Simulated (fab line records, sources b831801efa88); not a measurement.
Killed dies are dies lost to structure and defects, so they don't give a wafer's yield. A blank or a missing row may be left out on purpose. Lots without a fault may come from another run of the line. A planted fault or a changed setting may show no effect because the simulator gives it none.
fab line records | flow sky130
record lots=24 wafers=72 last_day=50
route steps=708 shown CONTACT@422 VIA3@574 CAP2M@603 VIA4@650 METAL5@664
lots that met no fault: from a run of the same line without faults
start_h: hours from the record's first day to the start of the lot's first wafer shown | wait_h: hours since the lot's step before | " the same as in the row above | L1.1+2: a row that stands for several wafers | - no value, or no start given | * or withheld: withheld | < > ~ a bound
route shown NAME@n: a module of which the file shows steps, and the number in the route of the first | usual: mean/standard deviation of fault-free wafers | same: alike in all rows | chamber/n: place in a boat | sites: the reading at each site | _std_site: their standard deviation | _edge_site: outer sites' mean less inner sites' | radius_mm: how far each site lies from the wafer's centre | mask NAME#n: copy n | behind: the tool/chamber that last shaped the wafer | hold: why the lot was held/for how many hours/how that ended | device: the transistor (n, p or np) that didn't switch | end of line: the same wafers' tests at the end of the route | a step without rows: its recipe alone | killed: dies lost to structure and defects at the first sort, not the wafer's yield | map: a wafer's dies, x killed, . not, _ none there
set.NAME: the setting as run; set.NAME@STEP: as run at that earlier step | model.NAME: the simulator's own value behind a step, which no gauge read
steps of the route over a sample of lots; a table a step, a row a wafer
services: from which hour (start_h, from the record's first day; less than 0 if before it) a tool's chamber was out of use, for how many hours, and why
## steps
# step SKY_CONTACT_ETCH_16
# recipe chemistry=N2/H2 target=BARC ion_energy_ev=200 source_w=500 bias_w=100 pressure_mtorr=30 n2_flow_sccm=100 h2_flow_sccm=200 stop_on=SiO2 time_s=45.9 target_depth_a=600
# usual chamber_pressure_mTorr=30.01/0.031 drypump_motor_current_A=5.7/0.41 oes_product_au=0.855/0.0051 throttle_valve_pct=13.224/0.0099
# columns lot.wafer tool chamber start_h wait_h chamber_pressure_mTorr drypump_motor_current_A oes_product_au rf_hours_counter_h throttle_valve_pct
L074.1 rie_diel-03 0 740.06 0.0 30.00 5.6 0.853 15 13.248
L074.3 " 1 " " 30.02 5.2 0.846 9 13.234
L074.6 " 1 " " 30.05 5.2 0.856 - 13.215
L075.1 rie_diel-04 3 745.26 0.0 30.00 5.8 0.858 2 13.233
L075.4 " 1 " " 30.05 5.7 0.856 14 13.248
L075.5 " 0 " " 30.00 5.6 0.855 - 13.211
L076.1 rie_diel-04 1 755.36 0.0 30.02 5.7 0.852 15 13.235
L076.2 " 0 " " 29.99 5.5 0.852 3 13.232
L076.4 " 0 " " 29.99 5.5 0.850 - 13.224
L078.1 rie_diel-02 0 763.61 0.0 29.97 4.9 0.858 12 13.202
L078.3 " 2 " " 30.02 6.0 0.853 3 13.227
L078.6 " 0 " " 29.95 4.8 0.854 - 13.216
L077.1 rie_diel-04 3 766.56 0.0 30.00 5.8 0.849 2 13.224
L077.4 " 1 " " 30.03 5.8 0.854 15 13.218
L077.6 " 1 " " 29.97 5.8 0.854 - 13.250
L079.1 rie_diel-04 2 784.61 0.0 29.94 6.0 0.846 4 13.237
L079.4 " 1 " " 29.97 5.7 0.848 16 13.215
L079.6 " 2 " " 30.00 6.0 0.854 - 13.241
L080.1 rie_diel-04 0 786.76 0.0 30.06 5.6 0.853 4 13.215
L080.2 " 2 " " 30.01 6.0 0.848 4 13.225
L080.6 " 3 " " 30.00 5.8 0.856 - 13.217
L081.1 rie_diel-02 0 796.88 0.0 29.98 4.8 0.852 13 13.226
L081.4 " 3 " " 29.96 6.3 0.847 2 13.222
L081.5 " 3 " " 29.99 6.3 0.861 - 13.228
L082.3 rie_diel-03 1 797.23 0.0 30.01 5.2 0.855 11 13.215
L082.5 " 3 " " 30.00 5.1 0.855 - 13.235
L082.6 " 2 " " 29.99 6.3 0.850 - 13.229
L083.1 rie_diel-02 3 804.91 0.0 30.01 6.3 0.854 2 13.220
L083.2 " 1 " " 30.02 5.9 0.858 0 13.241
L083.5 " 0 " " 29.99 4.8 0.856 - 13.229
L084.2 rie_diel-04 0 822.01 0.0 30.02 5.6 0.864 5 13.210
L084.4 " 3 " " 30.00 5.8 0.862 4 13.222
L084.6 " 2 " " 30.00 6.0 0.861 - 13.238
L085.2 rie_diel-02 1 823.61 0.0 30.01 5.9 0.861 1 13.216
L085.3 " 3 " " 30.00 6.3 0.855 3 13.233
L085.5 " 2 " " 30.05 6.0 0.847 - 13.225
L086.1 rie_diel-02 1 833.33 0.0 30.05 5.8 0.851 1 13.244
L086.3 " 3 " " 30.02 6.3 0.848 3 13.214
L086.4 " 0 " " 30.02 4.9 0.861 14 13.228
L087.1 rie_diel-04 3 839.98 0.0 30.01 5.8 0.851 5 13.220
L087.2 " 0 " " 30.00 5.5 0.849 6 13.225
L087.3 " 1 " " 29.96 5.7 0.859 17 13.210
L088.1 rie_diel-03 0 850.41 0.0 30.01 5.6 0.864 18 13.231
L088.3 " 2 " " 30.04 6.3 0.855 13 13.224
L088.6 " 0 " " 30.01 5.6 0.868 - 13.205
L089.3 rie_diel-02 3 858.96 0.0 30.00 6.3 0.849 4 13.229
L089.4 " 2 " " 29.99 6.0 0.856 6 13.222
L089.5 " 2 " " 30.00 6.0 0.846 - 13.216
L090.2 rie_diel-04 3 870.01 0.0 30.01 5.8 0.862 6 13.216
L090.3 " 0 " " 29.94 5.6 0.850 7 13.219
L090.5 " 1 " " 30.00 5.7 0.850 - 13.236
L091.2 rie_diel-03 2 870.13 0.0 29.98 6.3 0.856 13 13.228
L091.4 " 1 " " 29.95 5.2 0.853 13 13.215
L091.6 " 2 " " 30.03 6.3 0.858 - 13.223
L092.1 rie_diel-03 3 883.18 0.0 29.99 5.1 0.860 11 13.228
L092.4 " 0 " " 29.98 5.6 0.855 19 13.205
L092.5 " 1 " " 29.98 5.2 0.847 - 13.224
L093.2 rie_diel-04 3 891.11 0.0 30.02 5.8 0.851 6 13.216
L093.3 " 2 " " 30.00 6.0 0.852 7 13.211
L093.5 " 1 " " 30.07 5.8 0.864 - 13.231
L094.1 rie_diel-03 0 901.56 0.0 29.99 5.6 0.850 20 13.227
L094.4 " 2 " " 30.02 6.3 0.867 15 13.222
L094.5 " 1 " " 30.01 5.2 0.854 - 13.238
L097.1 rie_diel-04 2 911.76 0.0 29.93 6.0 0.860 8 13.223
L097.4 " 0 " " 29.99 5.6 0.866 8 13.228
L097.5 " 1 " " 29.98 5.7 0.853 - 13.213
L095.2 rie_diel-03 1 912.78 0.0 30.07 5.2 0.858 15 13.228
L095.4 " 0 " " 30.03 5.6 0.859 20 13.223
L095.5 " 0 " " 30.02 5.6 0.856 - 13.213
L096.1 rie_diel-03 2 915.01 0.0 29.96 6.3 0.853 15 13.234
L096.2 " 1 " " 29.98 5.2 0.861 15 13.234
L096.3 " 0 " " 29.95 5.6 0.852 20 13.222
# step SKY_VIA3_THK_MEAS_01
# recipe reads=SiO2_of_VIA3_HDPCVD_00
# usual VIA3_HDPCVD_THK=1645/20
# columns lot.wafer tool chamber start_h wait_h VIA3_HDPCVD_THK[nm]
L074.1 film_metro-04 - 909.76 0.1 1620
L074.3 " - " " 1679
L074.6 " - " " 1643
L075.1 film_metro-04 - 914.17 0.1 1674
L075.4 " - " " 1646
L075.5 " - " " 1670
L076.1 film_metro-03 - 922.35 0.1 1659
L076.2 " - " " 1640
L076.4 " - " " 1626
L078.1 film_metro-02 - 931.14 0.1 1656
L078.3 " - " " 1625
L078.6 " - " " 1641
L077.1 film_metro-03 - 935.59 0.2 1661
L077.4 " - " " 1675
L077.6 " - " " 1635
L079.1 film_metro-04 - 949.66 0.2 1650
L079.4 " - " " 1634
L079.6 " - " " 1641
L080.1 film_metro-04 - 950.70 0.1 1673
L080.2 " - " " 1611
L080.6 " - " " 1658
L081.1 film_metro-04 - 961.59 0.1 1637
L081.4 " - " " 1644
L081.5 " - " " 1639
L082.3 film_metro-04 - 961.97 0.1 1619
L082.5 " - " " 1646
L082.6 " - " " 1610
L083.1 film_metro-04 - 969.15 0.1 1630
L083.2 " - " " 1643
L083.5 " - " " 1622
L084.2 film_metro-02 - 984.29 0.1 1633
L084.4 " - " " 1618
L084.6 " - " " 1615
L085.2 film_metro-02 - 986.89 0.1 1627
L085.3 " - " " 1657
L085.5 " - " " 1633
L086.1 film_metro-03 - 994.83 0.1 1647
L086.3 " - " " 1671
L086.4 " - " " 1673
L087.1 film_metro-03 - 998.06 0.1 1653
L087.2 " - " " 1652
L087.3 " - " " 1660
L088.1 film_metro-02 - 1008.95 0.1 1636
L088.3 " - " " 1650
L088.6 " - " " 1663
L089.3 film_metro-02 - 1017.52 0.1 1624
L089.4 " - " " 1631
L089.5 " - " " 1643
L091.2 film_metro-04 - 1027.27 0.1 1605
L091.4 " - " " 1584
L091.6 " - " " 1641
L090.2 film_metro-04 - 1027.55 0.1 1627
L090.3 " - " " 1654
L090.5 " - " " 1609
L092.1 film_metro-02 - 1038.29 0.1 1643
L092.4 " - " " 1641
L092.5 " - " " 1639
L093.2 film_metro-04 - 1045.80 0.1 1670
L093.3 " - " " 1646
L093.5 " - " " 1683
L094.1 film_metro-02 - 1052.26 0.1 1619
L094.4 " - " " 1616
L094.5 " - " " 1649
L097.1 film_metro-02 - 1063.60 0.1 1648
L097.4 " - " " 1609
L097.5 " - " " 1650
L095.2 film_metro-02 - 1064.76 0.1 1663
L095.4 " - " " 1664
L095.5 " - " " 1680
L096.1 film_metro-03 - 1068.79 0.1 1627
L096.2 " - " " 1658
L096.3 " - " " 1647
# step SKY_VIA3_BOW_MEAS_03
# recipe mode=bow
# usual VIA3_BOW=80/8.3
# columns lot.wafer tool chamber start_h wait_h VIA3_BOW[um]
L074.1 film_metro-04 - 910.12 0.2 73
L074.3 " - " " 75
L074.6 " - " " 73
L075.1 film_metro-03 - 914.76 0.1 85
L075.4 " - " " 83
L075.5 " - " " 81
L076.1 film_metro-04 - 922.86 0.1 75
L076.2 " - " " 77
L076.4 " - " " 70
L078.1 film_metro-04 - 931.50 0.2 82
L078.3 " - " " 92
L078.6 " - " " 97
L077.1 film_metro-04 - 935.95 0.1 75
L077.4 " - " " 87
L077.6 " - " " 81
L079.1 film_metro-03 - 950.02 0.1 93
L079.4 " - " " 84
L079.6 " - " " 82
L080.1 film_metro-02 - 951.06 0.2 86
L080.2 " - " " 93
L080.6 " - " " 74
L081.1 film_metro-02 - 961.95 0.1 71
L081.4 " - " " 66
L081.5 " - " " 88
L082.3 film_metro-04 - 962.35 0.2 83
L082.5 " - " " 82
L082.6 " - " " 73
L083.1 film_metro-02 - 969.51 0.2 87
L083.2 " - " " 77
L083.5 " - " " 84
L084.2 film_metro-02 - 984.66 0.1 63
L084.4 " - " " 56
L084.6 " - " " 69
L085.2 film_metro-02 - 987.26 0.3 75
L085.3 " - " " 71
L085.5 " - " " 78
L086.1 film_metro-03 - 995.19 0.1 84
L086.3 " - " " 75
L086.4 " - " " 90
L087.1 film_metro-02 - 998.42 0.1 82
L087.2 " - " " 82
L087.3 " - " " 68
L088.1 film_metro-02 - 1009.31 0.2 74
L088.3 " - " " 79
L088.6 " - " " 70
L089.3 film_metro-04 - 1020.51 0.1 80
L089.4 " - " " 75
L089.5 " - " " 78
L091.2 film_metro-03 - 1027.64 0.3 80
L091.4 " - " " 90
L091.6 " - " " 87
L090.2 film_metro-04 - 1027.92 0.1 74
L090.3 " - " " 86
L090.5 " - " " 67
L092.1 film_metro-04 - 1038.65 0.1 74
L092.4 " - " " 84
L092.5 " - " " 83
L093.2 film_metro-04 - 1046.17 0.2 76
L093.3 " - " " 65
L093.5 " - " " 70
L094.1 film_metro-02 - 1052.66 0.2 78
L094.4 " - " " 86
L094.5 " - " " 87
L097.1 film_metro-03 - 1063.96 0.2 87
L097.4 " - " " 77
L097.5 " - " " 75
L095.2 film_metro-03 - 1065.13 0.3 105
L095.4 " - " " 89
L095.5 " - " " 82
L096.1 film_metro-02 - 1069.15 0.2 92
L096.2 " - " " 72
L096.3 " - " " 68
# step SKY_CAP2M_CVD_00
# recipe material=SiO2 target_thk_nm=15.5 temp_c=400 time_s=withheld rf_w=450
# usual heater_power_w=721/110
# columns lot.wafer tool chamber start_h wait_h heater_power_w
L074.1 pecvd-04 2 936.15 0.0 678
L074.3 " 0 " " 670
L074.6 " 0 " " 652
L075.1 pecvd-01 0 942.15 0.0 773
L075.4 " 0 " " 787
L075.5 " 2 " " 705
L076.1 pecvd-02 2 948.55 0.0 602
L076.2 " 1 " " 769
L076.4 " 1 " " 766
L078.1 pecvd-01 2 957.83 0.0 722
L078.3 " 1 " " 732
L078.6 " 1 " " 728
L077.1 pecvd-04 1 961.73 0.0 822
L077.4 " 2 " " 583
L077.6 " 0 " " 596
L079.1 pecvd-02 0 976.08 0.0 874
L079.4 " 2 " " 595
L079.6 " 1 " " 747
L080.1 pecvd-04 2 976.98 0.0 665
L080.2 " 1 " " 964
L080.6 " 2 " " 659
L081.1 pecvd-01 0 987.67 0.0 719
L081.4 " 2 " " 660
L081.5 " 1 " " 666
L082.3 pecvd-04 1 988.51 0.0 930
L082.5 " 0 " " 656
L082.6 " 1 " " 939
L083.1 pecvd-02 0 994.74 0.0 844
L083.2 " 2 " " 564
L083.5 " 0 " " 830
L084.2 pecvd-01 2 1009.40 0.0 654
L084.4 " 2 " " 675
L084.6 " 0 " " 799
L085.2 pecvd-04 0 1012.11 0.0 635
L085.3 " 2 " " 577
L085.5 " 0 " " 648
L086.1 pecvd-02 2 1021.77 0.0 670
L086.3 " 0 " " 848
L086.4 " 2 " " 660
L087.1 pecvd-04 0 1023.25 0.0 545
L087.2 " 1 " " 906
L087.3 " 2 " " 613
L088.1 pecvd-04 1 1032.87 0.0 949
L088.3 " 0 " " 623
L088.6 " 0 " " 626
L089.3 pecvd-01 0 1044.40 0.0 795
L089.4 " 0 " " 787
L089.5 " 2 " " 633
L091.2 pecvd-04 2 1051.38 0.0 671
L091.4 " 0 " " 545
L091.6 " 1 " " 862
L090.2 pecvd-02 0 1051.89 0.0 873
L090.3 " 0 " " 892
L090.5 " 2 " " 579
L092.1 pecvd-01 0 1063.11 0.0 741
L092.4 " 2 " " 710
L092.5 " 1 " " 758
L093.2 pecvd-04 1 1069.95 0.0 915
L093.3 " 2 " " 662
L093.5 " 1 " " 938
L094.1 pecvd-02 0 1076.50 0.0 783
L094.4 " 1 " " 782
L094.5 " 0 " " 781
L097.1 pecvd-01 0 1087.55 0.0 720
L097.4 " 1 " " 761
L097.5 " 2 " " 607
L095.2 pecvd-04 0 1088.41 0.0 655
L095.4 " 1 " " 827
L095.5 " 0 " " 654
L096.1 pecvd-04 0 1091.99 0.0 649
L096.2 " 2 " " 626
L096.3 " 1 " " 812
# step SKY_VIA4_OVL_MEAS_11
# usual VIA4_OVL=0.5/1.4
# columns lot.wafer tool chamber start_h wait_h VIA4_OVL[nm]
L074.1 overlay-02 - 1008.74 0.1 0.1
L074.3 " - " " 1.2
L074.6 " - " " 0.0
L075.1 overlay-01 - 1015.91 0.1 -2.9
L075.4 " - " " 0.3
L075.5 " - " " -0.2
L076.1 overlay-01 - 1020.51 0.1 1.9
L076.2 " - " " 2.1
L076.4 " - " " 1.1
L078.1 overlay-02 - 1027.31 0.1 3.2
L078.3 " - " " 2.2
L078.6 " - " " 2.5
L077.1 overlay-02 - 1033.76 0.1 1.6
L077.4 " - " " 1.9
L077.6 " - " " 1.2
L079.1 overlay-02 - 1047.40 0.1 1.6
L079.4 " - " " 1.5
L079.6 " - " " 2.3
L080.1 overlay-01 - 1048.54 0.1 2.0
L080.2 " - " " 1.0
L080.6 " - " " 1.9
L081.1 overlay-01 - 1057.55 0.1 2.3
L081.4 " - " " -0.9
L081.5 " - " " 0.2
L082.3 overlay-02 - 1059.85 0.1 -0.8
L082.5 " - " " -0.5
L082.6 " - " " 1.9
L083.1 overlay-01 - 1062.84 0.1 3.7
L083.2 " - " " 2.1
L083.5 " - " " 1.9
L084.2 overlay-02 - 1076.36 0.1 0.2
L084.4 " - " " -0.2
L084.6 " - " " -1.3
L085.2 overlay-02 - 1078.29 0.1 2.0
L085.3 " - " " 1.3
L085.5 " - " " 1.4
L086.1 overlay-02 - 1089.44 0.1 -1.6
L086.3 " - " " -1.0
L086.4 " - " " 0.3
L087.1 overlay-01 - 1092.29 0.1 -0.9
L087.2 " - " " -1.3
L087.3 " - " " -1.1
L088.1 overlay-02 - 1097.80 0.1 -0.8
L088.3 " - " " -1.6
L088.6 " - " " -1.2
L089.3 overlay-01 - 1108.42 0.1 3.3
L089.4 " - " " 1.8
L089.5 " - " " 1.5
L091.2 overlay-01 - 1116.40 0.1 1.3
L091.4 " - " " -0.1
L091.6 " - " " -0.1
L090.2 overlay-02 - 1117.40 0.1 0.0
L090.3 " - " " -1.6
L090.5 " - " " -1.1
L092.1 overlay-02 - 1127.45 0.1 -1.9
L092.4 " - " " 1.3
L092.5 " - " " 0.1
L093.2 overlay-01 - 1133.12 0.1 -1.8
L093.3 " - " " 0.2
L093.5 " - " " 0.4
L094.1 overlay-02 - 1139.61 0.1 2.1
L094.4 " - " " 2.3
L094.5 " - " " 3.2
L095.2 overlay-01 - 1148.22 0.1 1.6
L095.4 " - " " 0.9
L095.5 " - " " 1.8
L097.1 overlay-01 - 1149.40 0.1 -1.2
L097.4 " - " " -0.5
L097.5 " - " " -0.2
L096.1 overlay-02 - 1152.89 0.1 -1.5
L096.2 " - " " -0.3
L096.3 " - " " -0.1
# step SKY_METAL5_SPUTTER_03
# recipe material=Ti target_thk_nm=5 power_w=3000 time_s=3.3 chamber_pressure_pa=0.4
# usual throttle_valve_pct=29.5/1.1
# columns lot.wafer tool chamber start_h wait_h throttle_valve_pct
L074.1 pvd_sputter-04 - 1010.24 0.0 30.8
L074.3 " - " " 30.1
L074.6 " - " " 27.6
L075.1 pvd_sputter-02 - 1020.26 0.0 29.4
L075.4 " - " " 30.0
L075.5 " - " " 27.4
L076.1 pvd_sputter-03 - 1022.66 0.0 30.2
L076.2 " - " " 30.0
L076.4 " - " " 30.3
L078.1 pvd_sputter-02 - 1029.20 0.0 29.6
L078.3 " - " " 31.0
L078.6 " - " " 30.9
L077.1 pvd_sputter-03 - 1035.25 0.0 30.2
L077.4 " - " " 29.1
L077.6 " - " " 30.1
L079.1 pvd_sputter-03 - 1048.89 0.0 30.1
L079.4 " - " " 28.6
L079.6 " - " " 28.9
L080.1 pvd_sputter-02 - 1050.03 0.0 27.2
L080.2 " - " " 31.1
L080.6 " - " " 29.9
L081.1 pvd_sputter-04 - 1059.04 0.0 29.9
L081.4 " - " " 27.6
L081.5 " - " " 30.9
L082.3 pvd_sputter-04 - 1061.33 0.0 31.0
L082.5 " - " " 30.9
L082.6 " - " " 27.4
L083.1 pvd_sputter-02 - 1064.37 0.0 30.9
L083.2 " - " " 29.9
L083.5 " - " " 27.5
L084.2 pvd_sputter-02 - 1077.90 0.0 27.6
L084.4 " - " " 30.6
L084.6 " - " " 30.8
L085.2 pvd_sputter-02 - 1079.83 0.0 31.1
L085.3 " - " " 29.9
L085.5 " - " " 27.7
L086.1 pvd_sputter-04 - 1090.93 0.0 31.0
L086.3 " - " " 30.0
L086.4 " - " " 29.1
L087.1 pvd_sputter-02 - 1093.93 0.0 30.1
L087.2 " - " " 27.4
L087.3 " - " " 29.6
L088.1 pvd_sputter-02 - 1099.62 0.0 31.0
L088.3 " - " " 29.7
L088.6 " - " " 31.0
L089.3 pvd_sputter-04 - 1110.05 0.0 30.7
L089.4 " - " " 27.7
L089.5 " - " " 29.8
L091.2 pvd_sputter-04 - 1117.88 0.0 29.1
L091.4 " - " " 27.6
L091.6 " - " " 27.5
L090.2 pvd_sputter-04 - 1118.95 0.0 30.0
L090.3 " - " " 29.2
L090.5 " - " " 30.8
L092.1 pvd_sputter-03 - 1128.94 0.0 29.1
L092.4 " - " " 30.4
L092.5 " - " " 29.0
L093.2 pvd_sputter-02 - 1134.61 0.0 29.8
L093.3 " - " " 27.5
L093.5 " - " " 29.7
L094.1 pvd_sputter-04 - 1141.10 0.0 27.7
L094.4 " - " " 29.2
L094.5 " - " " 29.9
L095.2 pvd_sputter-03 - 1150.06 0.0 30.0
L095.4 " - " " 30.2
L095.5 " - " " 29.0
L097.1 pvd_sputter-03 - 1151.02 0.0 30.3
L097.4 " - " " 29.8
L097.5 " - " " 29.9
L096.1 pvd_sputter-03 - 1154.49 0.0 30.2
L096.2 " - " " 30.2
L096.3 " - " " 30.0
## services
# columns tool chamber start_h hours kind
rie_diel-04 0 720.72 6.9 repair
rie_diel-03 0 727.04 2.8 repair
rie_diel-03 3 742.55 10.2 repair
rie_diel-04 - 746.43 0.2 repair
rie_diel-04 3 751.60 4.7 repair
pvd_sputter-02 - 753.21 3.8 repair
pecvd-04 1 765.61 3.5 repair
rie_diel-04 - 775.82 1.0 repair
pvd_sputter-02 - 783.89 2.0 repair
pecvd-04 - 785.44 1.5 repair
pecvd-04 - 791.02 6.0 pm
pvd_sputter-02 - 823.24 5.2 repair
pvd_sputter-04 - 850.35 2.1 repair
rie_diel-04 3 871.30 6.1 repair
pecvd-04 1 876.12 11.4 repair
rie_diel-03 3 915.89 50.5 repair
rie_diel-04 0 940.85 2.2 repair
rie_diel-04 - 963.37 0.9 repair
pecvd-04 - 1007.50 2.9 repair
pvd_sputter-02 - 1007.90 8.5 repair
rie_diel-04 - 1024.53 0.5 repair
rie_diel-04 3 1042.87 24.4 repair
rie_diel-04 0 1058.98 19.4 repair
rie_diel-04 2 1075.30 13.8 repair
## key
fault none
